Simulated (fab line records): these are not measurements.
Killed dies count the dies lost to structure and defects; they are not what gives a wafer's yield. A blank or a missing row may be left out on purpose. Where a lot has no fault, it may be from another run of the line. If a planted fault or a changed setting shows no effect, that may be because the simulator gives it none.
Which tool was responsible? / flow gf180mcu / 24 lots with 72 wafers sampled at 4 steps, on a route of 602 steps

== WHAT EACH GAUGE READ, for each wafer ==
GF_V1_THK_MEAS_25: measures by xrf. Usual: V1_W_THK typically reads 346 nm, with standard deviation 5.
lot=L074; measured=day 18 02:13; on=film metro-02; V1_W_THK (nm)=344 344 342; flag=
lot=L075; measured=day 18 06:43; on=film metro-02; V1_W_THK (nm)=332 337 331; flag=
lot=L076; measured=day 18 23:01; on=film metro-02; V1_W_THK (nm)=342 345 342; flag=
lot=L077; measured=day 19 09:50; on=film metro-02; V1_W_THK (nm)=337 343 337; flag=
lot=L078; measured=day 19 14:59; on=film metro-01; V1_W_THK (nm)=349 347 349; flag=
lot=L079; measured=day 20 01:22; on=film metro-02; V1_W_THK (nm)=342 340 337; flag=
lot=L080; measured=day 20 10:04; on=film metro-01; V1_W_THK (nm)=353 344 348; flag=
lot=L081; measured=day 20 21:14; on=film metro-01; V1_W_THK (nm)=346 348 344; flag=
lot=L082; measured=day 21 08:53; on=film metro-04; V1_W_THK (nm)=348 345 347; flag=
lot=L083; measured=day 21 21:39; on=film metro-04; V1_W_THK (nm)=346 341 352; flag=
lot=L085; measured=day 22 12:53; on=film metro-02; V1_W_THK (nm)=349 348 347; flag=
lot=L084; measured=day 22 13:20; on=film metro-04; V1_W_THK (nm)=349 346 351; flag=
lot=L086; measured=day 22 19:32; on=film metro-02; V1_W_THK (nm)=350 349 341; flag=
lot=L087; measured=day 23 00:27; on=film metro-04; V1_W_THK (nm)=343 353 344; flag=
lot=L088; measured=day 23 14:33; on=film metro-04; V1_W_THK (nm)=343 346 343; flag=
lot=L089; measured=day 24 04:31; on=film metro-01; V1_W_THK (nm)=350 347 344; flag=
lot=L090; measured=day 24 10:16; on=film metro-04; V1_W_THK (nm)=345 346 350; flag=
lot=L091; measured=day 24 15:22; on=film metro-04; V1_W_THK (nm)=350 356 354; flag=
lot=L092; measured=day 24 20:55; on=film metro-01; V1_W_THK (nm)=356 348 348; flag=
lot=L093; measured=day 25 04:49; on=film metro-01; V1_W_THK (nm)=354 352 358; flag=
lot=L094; measured=day 25 08:36; on=film metro-02; V1_W_THK (nm)=347 348 343; flag=
lot=L095; measured=day 25 21:40; on=film metro-02; V1_W_THK (nm)=346 341 352; flag=
lot=L096; measured=day 25 23:34; on=film metro-02; V1_W_THK (nm)=351 343 343; flag=
lot=L097; measured=day 26 04:52; on=film metro-01; V1_W_THK (nm)=348 346 345; flag=

GF_M2_CD_MEAS_14: target cd 280 nm. Usual: cd nm reads 279.6 nm (standard deviation 1.6).
lot=L074; measured=day 19 02:34; on=cd sem-01; cd nm (nm)=279.3 279.9 279.5; flag=
lot=L075; measured=day 19 07:02; on=cd sem-01; cd nm (nm)=279.0 278.2 276.8; flag=
lot=L076; measured=day 20 00:15; on=cd sem-01; cd nm (nm)=281.6 281.6 281.2; flag=
lot=L077; measured=day 20 10:35; on=cd sem-02; cd nm (nm)=276.0 275.9 276.2; flag=
lot=L078; measured=day 20 15:07; on=cd sem-02; cd nm (nm)=279.8 279.8 279.4; flag=
lot=L079; measured=day 21 02:32; on=cd sem-02; cd nm (nm)=279.6 279.9 279.2; flag=
lot=L080; measured=day 21 10:22; on=cd sem-02; cd nm (nm)=278.9 277.7 279.3; flag=
lot=L081; measured=day 21 21:10; on=cd sem-01; cd nm (nm)=280.0 279.4 279.1; flag=
lot=L082; measured=day 22 09:46; on=cd sem-02; cd nm (nm)=279.9 279.2 278.9; flag=
lot=L083; measured=day 22 21:25; on=cd sem-02; cd nm (nm)=278.1 277.2 277.9; flag=
lot=L085; measured=day 23 12:47; on=cd sem-02; cd nm (nm)=281.3 280.3 280.4; flag=
lot=L084; measured=day 23 13:05; on=cd sem-02; cd nm (nm)=279.3 279.9 280.8; flag=
lot=L086; measured=day 23 19:38; on=cd sem-02; cd nm (nm)=276.9 278.0 276.4; flag=
lot=L087; measured=day 23 23:39; on=cd sem-02; cd nm (nm)=280.1 281.1 280.8; flag=
lot=L088; measured=day 24 13:52; on=cd sem-01; cd nm (nm)=279.7 280.5 280.5; flag=
lot=L089; measured=day 25 04:02; on=cd sem-01; cd nm (nm)=279.0 281.4 280.0; flag=
lot=L090; measured=day 25 08:43; on=cd sem-02; cd nm (nm)=278.5 279.4 277.5; flag=
lot=L091; measured=day 25 13:43; on=cd sem-02; cd nm (nm)=280.7 280.2 281.9; flag=
lot=L092; measured=day 25 19:22; on=cd sem-02; cd nm (nm)=280.8 279.7 279.6; flag=
lot=L093; measured=day 26 02:48; on=cd sem-02; cd nm (nm)=278.0 278.6 279.2; flag=
lot=L094; measured=day 26 06:17; on=cd sem-01; cd nm (nm)=282.6 283.5 283.3; flag=
lot=L095; measured=day 26 19:37; on=cd sem-02; cd nm (nm)=279.7 278.9 278.8; flag=
lot=L096; measured=day 26 20:43; on=cd sem-01; cd nm (nm)=278.8 278.1 278.1; flag=
lot=L097; measured=day 27 01:35; on=cd sem-01; cd nm (nm)=281.8 281.6 280.5; flag=

== WHAT TOOL EACH LOT RAN ON (gives the tool, then ch and the chambers of the sampled wafers, and finally the start) ==
lot=L074; GF_M1_SPUTTER_01=pvd sputter-03, day 16 01:54; GF_M1_SPUTTER_02=pvd sputter-03, day 16 01:56
lot=L075; GF_M1_SPUTTER_01=pvd sputter-01, day 16 06:03; GF_M1_SPUTTER_02=pvd sputter-01, day 16 06:05
lot=L076; GF_M1_SPUTTER_01=pvd sputter-01, day 16 21:07; GF_M1_SPUTTER_02=pvd sputter-01, day 16 21:09
lot=L077; GF_M1_SPUTTER_01=pvd sputter-03, day 17 06:59; GF_M1_SPUTTER_02=pvd sputter-03, day 17 07:01
lot=L078; GF_M1_SPUTTER_01=pvd sputter-03, day 17 12:46; GF_M1_SPUTTER_02=pvd sputter-03, day 17 12:47
lot=L079; GF_M1_SPUTTER_01=pvd sputter-04, day 17 22:38; GF_M1_SPUTTER_02=pvd sputter-04, day 17 22:40
lot=L080; GF_M1_SPUTTER_01=pvd sputter-01, day 18 07:26; GF_M1_SPUTTER_02=pvd sputter-01, day 18 07:28
lot=L081; GF_M1_SPUTTER_01=pvd sputter-03, day 18 17:54; GF_M1_SPUTTER_02=pvd sputter-03, day 18 17:56
lot=L082; GF_M1_SPUTTER_01=pvd sputter-03, day 19 05:49; GF_M1_SPUTTER_02=pvd sputter-03, day 19 05:50
lot=L083; GF_M1_SPUTTER_01=pvd sputter-01, day 19 19:25; GF_M1_SPUTTER_02=pvd sputter-01, day 19 19:26
lot=L085; GF_M1_SPUTTER_01=pvd sputter-03, day 20 07:49; GF_M1_SPUTTER_02=pvd sputter-03, day 20 07:51
lot=L084; GF_M1_SPUTTER_01=pvd sputter-01, day 20 09:36; GF_M1_SPUTTER_02=pvd sputter-01, day 20 09:38
lot=L086; GF_M1_SPUTTER_01=pvd sputter-04, day 20 16:27; GF_M1_SPUTTER_02=pvd sputter-04, day 20 16:29
lot=L087; GF_M1_SPUTTER_01=pvd sputter-01, day 20 23:33; GF_M1_SPUTTER_02=pvd sputter-01, day 20 23:35
lot=L088; GF_M1_SPUTTER_01=pvd sputter-04, day 21 13:24; GF_M1_SPUTTER_02=pvd sputter-04, day 21 13:26
lot=L089; GF_M1_SPUTTER_01=pvd sputter-04, day 22 03:58; GF_M1_SPUTTER_02=pvd sputter-04, day 22 03:59
lot=L090; GF_M1_SPUTTER_01=pvd sputter-03, day 22 08:59; GF_M1_SPUTTER_02=pvd sputter-03, day 22 09:01
lot=L091; GF_M1_SPUTTER_01=pvd sputter-04, day 22 14:22; GF_M1_SPUTTER_02=pvd sputter-04, day 22 14:24
lot=L092; GF_M1_SPUTTER_01=pvd sputter-03, day 22 21:19; GF_M1_SPUTTER_02=pvd sputter-03, day 22 21:20
lot=L093; GF_M1_SPUTTER_01=pvd sputter-01, day 23 05:19; GF_M1_SPUTTER_02=pvd sputter-01, day 23 05:20
lot=L094; GF_M1_SPUTTER_01=pvd sputter-04, day 23 09:07; GF_M1_SPUTTER_02=pvd sputter-04, day 23 09:08
lot=L095; GF_M1_SPUTTER_01=pvd sputter-04, day 23 23:24; GF_M1_SPUTTER_02=pvd sputter-04, day 23 23:26
lot=L096; GF_M1_SPUTTER_01=pvd sputter-03, day 24 01:45; GF_M1_SPUTTER_02=pvd sputter-03, day 24 01:47
lot=L097; GF_M1_SPUTTER_01=pvd sputter-04, day 24 06:31; GF_M1_SPUTTER_02=pvd sputter-04, day 24 06:32
- GF_M1_SPUTTER_01: material TiN, target thk 30 nm, time 25 s.
- GF_M1_SPUTTER_02: material AlCu, target thk 450 nm, time 23.9 s.

== AS READ BY THE TOOLS THEMSELVES (means over the sampled wafers that have a number; for cases with no such wafer, the mark the record gives instead) ==
GF_M1_SPUTTER_01. Usual: throttle valve pct reads 30.5 % (standard deviation 1).
lot=L074; tool=pvd sputter-03; throttle valve pct (%)=30.7; flag=
lot=L075; tool=pvd sputter-01; throttle valve pct (%)=29.3; flag=
lot=L076; tool=pvd sputter-01; throttle valve pct (%)=29.5; flag=
lot=L077; tool=pvd sputter-03; throttle valve pct (%)=31.1; flag=
lot=L078; tool=pvd sputter-03; throttle valve pct (%)=30.6; flag=
lot=L079; tool=pvd sputter-04; throttle valve pct (%)=31.1; flag=
lot=L080; tool=pvd sputter-01; throttle valve pct (%)=28.4; flag=
lot=L081; tool=pvd sputter-03; throttle valve pct (%)=30.8; flag=
lot=L082; tool=pvd sputter-03; throttle valve pct (%)=30.7; flag=
lot=L083; tool=pvd sputter-01; throttle valve pct (%)=31.3; flag=
lot=L085; tool=pvd sputter-03; throttle valve pct (%)=30.8; flag=
lot=L084; tool=pvd sputter-01; throttle valve pct (%)=29.3; flag=
lot=L086; tool=pvd sputter-04; throttle valve pct (%)=30.3; flag=
lot=L087; tool=pvd sputter-01; throttle valve pct (%)=30.0; flag=
lot=L088; tool=pvd sputter-04; throttle valve pct (%)=30.3; flag=
lot=L089; tool=pvd sputter-04; throttle valve pct (%)=31.3; flag=
lot=L090; tool=pvd sputter-03; throttle valve pct (%)=31.1; flag=
lot=L091; tool=pvd sputter-04; throttle valve pct (%)=30.2; flag=
lot=L092; tool=pvd sputter-03; throttle valve pct (%)=30.8; flag=
lot=L093; tool=pvd sputter-01; throttle valve pct (%)=30.3; flag=
lot=L094; tool=pvd sputter-04; throttle valve pct (%)=31.1; flag=
lot=L095; tool=pvd sputter-04; throttle valve pct (%)=30.7; flag=
lot=L096; tool=pvd sputter-03; throttle valve pct (%)=31.1; flag=
lot=L097; tool=pvd sputter-04; throttle valve pct (%)=30.7; flag=

GF_M1_SPUTTER_02. Usual: throttle valve pct reads 30.6 % (standard deviation 1).
lot=L074; tool=pvd sputter-03; throttle valve pct (%)=30.8; flag=
lot=L075; tool=pvd sputter-01; throttle valve pct (%)=29.3; flag=
lot=L076; tool=pvd sputter-01; throttle valve pct (%)=29.4; flag=
lot=L077; tool=pvd sputter-03; throttle valve pct (%)=30.9; flag=
lot=L078; tool=pvd sputter-03; throttle valve pct (%)=30.4; flag=
lot=L079; tool=pvd sputter-04; throttle valve pct (%)=31.0; flag=
lot=L080; tool=pvd sputter-01; throttle valve pct (%)=28.5; flag=
lot=L081; tool=pvd sputter-03; throttle valve pct (%)=30.8; flag=
lot=L082; tool=pvd sputter-03; throttle valve pct (%)=30.9; flag=
lot=L083; tool=pvd sputter-01; throttle valve pct (%)=31.1; flag=
lot=L085; tool=pvd sputter-03; throttle valve pct (%)=30.7; flag=
lot=L084; tool=pvd sputter-01; throttle valve pct (%)=29.3; flag=
lot=L086; tool=pvd sputter-04; throttle valve pct (%)=30.5; flag=
lot=L087; tool=pvd sputter-01; throttle valve pct (%)=30.2; flag=
lot=L088; tool=pvd sputter-04; throttle valve pct (%)=30.3; flag=
lot=L089; tool=pvd sputter-04; throttle valve pct (%)=31.5; flag=
lot=L090; tool=pvd sputter-03; throttle valve pct (%)=31.1; flag=
lot=L091; tool=pvd sputter-04; throttle valve pct (%)=30.4; flag=
lot=L092; tool=pvd sputter-03; throttle valve pct (%)=30.8; flag=
lot=L093; tool=pvd sputter-01; throttle valve pct (%)=30.3; flag=
lot=L094; tool=pvd sputter-04; throttle valve pct (%)=31.1; flag=
lot=L095; tool=pvd sputter-04; throttle valve pct (%)=30.8; flag=
lot=L096; tool=pvd sputter-03; throttle valve pct (%)=31.1; flag=
lot=L097; tool=pvd sputter-04; throttle valve pct (%)=30.9; flag=

== THE ANSWER, worked out from the rows above alone ==
Rule: a lot counts as off when the mean over its wafers that have a number is more than 3 standard deviations away from the usual mean. A lot without any number at a reading at which 4 lots or more have one is off too. The other lots that the step has rows for count as sound. The gauges are gone through in route order, then the tools' own readings, and for those a lot's mean is taken as printed above. At the first step where some lot is off, the reading lying furthest off is the one used; lots without a number count as furthest.
None of the lots is off at any reading shown; this tells nothing.

== WHAT WAS PUT IN BY THE SIMULATOR ==
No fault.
